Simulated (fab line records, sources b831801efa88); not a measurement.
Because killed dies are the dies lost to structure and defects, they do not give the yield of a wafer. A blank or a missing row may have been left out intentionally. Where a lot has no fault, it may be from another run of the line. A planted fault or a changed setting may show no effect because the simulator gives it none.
Which tool was responsible?	flow gf180mcu	13 lots, 39 wafers sampled, at 1 step of a route of 602

WHAT THE GAUGES READ, wafer by wafer
GF_V1_THK_MEAS_03. Usual: V1_CVD_02_THK typically reads 852 nm, with standard deviation 12.
lot	measured	on	V1_CVD_02_THK (nm)	flag
L422	day 17 04:02	filmMetro-02	828 834 856	
L424	day 18 00:25	filmMetro-04	850 844 866	
L425	day 18 03:06	filmMetro-01	848 888 871	
L426	day 18 18:25	filmMetro-01	841 875 850	
L427	day 19 02:17	filmMetro-01	834 839 857	
L428	day 19 11:34	filmMetro-02	855 870 871	
L430	day 20 11:22	filmMetro-04	836 846 835	
L433	day 21 11:19	filmMetro-04	849 859 848	
L435	day 21 23:56	filmMetro-01	848 862 854	
L436	day 22 04:54	filmMetro-01	838 824 852	
L437	day 23 01:34	filmMetro-01	849 849 873	
L440	day 23 18:46	filmMetro-04	826 838 840	
L445	day 25 05:04	filmMetro-04	849 864 862	

WHAT TOOL EACH LOT RAN ON (gives the tool, then ch and the chambers of the sampled wafers, and finally the start)
Before these readings, the record contains no process step.

AS READ BY THE TOOLS THEMSELVES (means over the sampled wafers that have a number; for cases with no such wafer, the mark the record gives instead)
The record holds no such reading with a usual standard deviation.

THE ANSWER, worked out from the rows above alone
Rule: take the mean of a lot's wafers that have a number; if it is more than 3 standard deviations from the usual mean, the lot is off. A lot without any number at a reading at which 4 lots or more have one is off too. Any other lot the step has rows for is counted as sound. Order of review: gauges by route order, followed by the tools' own readings, for which a lot's mean as printed above is used. The first step at which some lot is off is used, and at that step the reading that is off furthest; a lot without a number counts as furthest.
Nothing can be told from this: no lot is off at any reading shown.

WHAT THE SIMULATOR HAD PUT IN
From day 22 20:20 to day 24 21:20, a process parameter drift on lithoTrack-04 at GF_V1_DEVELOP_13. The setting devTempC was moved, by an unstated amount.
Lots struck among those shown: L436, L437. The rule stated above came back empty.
